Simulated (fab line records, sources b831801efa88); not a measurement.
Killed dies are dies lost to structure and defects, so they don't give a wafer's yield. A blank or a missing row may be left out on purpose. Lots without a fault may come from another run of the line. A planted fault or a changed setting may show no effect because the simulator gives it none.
One fault seen from 2 desks | flow sky130 | each desk has only its own numbers; what lay behind them comes last

THE METROLOGY DESK
What the gauges read, lot by lot, whatever tool the lot ran on: means of the sampled wafers that have a number. A lot is out of limits, marked OUT, if its mean lies more than 4 standard deviations from the usual mean; the brackets give that distance.
Columns: A = PASSIVATION_CVD_02_THK at SKY_PASSIVATION_THK_MEAS_03, usual 539 nm
lot  | first seen here | A
L727 | day 43 21:23    | 545
L728 | day 44 04:20    | 536
L729 | day 44 10:28    | 540
L731 | day 44 23:48    | 539
L732 | day 45 02:21    | 529
L736 | day 46 07:55    | 544
L742 | day 48 00:55    | 637 (+14) OUT
L744 | day 48 10:45    | 631 (+13) OUT
L746 | day 49 03:11    | 534
L748 | day 49 06:23    | 539
L750 | day 49 10:40    | 536
This desk's finding: out of limits on L742, L744; first on L742, day 48 00:55 (PASSIVATION_CVD_02_THK at SKY_PASSIVATION_THK_MEAS_03). In limits: L727, L728, L729, L731, L732, L736, L746, L748, L750.

THE TOOL OWNER'S DESK: pecvd-01
The tool's own readings at SKY_PASSIVATION_CVD_02 (deposits Si3N4, target thk 540 nm): means of the sampled wafers that have a number, for each lot that ran on this tool. A lot is out of limits, marked OUT, if its mean lies more than 4 standard deviations from the usual mean; the brackets give that distance.
Columns: A = heater_power_w at SKY_PASSIVATION_CVD_02, usual 737 W
lot  | first seen here | A
L727 | day 43 21:15    | 770
L729 | day 44 10:14    | 727
L731 | day 44 23:34    | 753
L736 | day 46 07:41    | 700
L742 | day 48 00:40    | 782
L744 | day 48 10:31    | 718
This desk's finding: nothing out of limits on any of the 6 lots.

PUT TOGETHER
The metrology desk could have raised an alarm at day 48 00:55, on L742, L744.
The tool owner's desk saw nothing out of limits.
The tool owner's desk has L742, L744 on record, within its limits.
Of the lots named, all ran SKY_PASSIVATION_CVD_02 on pecvd-01.

WHAT THE SIMULATOR HAD PUT IN
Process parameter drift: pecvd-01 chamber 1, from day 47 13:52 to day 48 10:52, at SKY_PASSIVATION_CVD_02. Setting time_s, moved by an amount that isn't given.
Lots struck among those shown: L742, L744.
Hours from the fault's start to each desk's first reading out of limits: the metrology desk, 11.
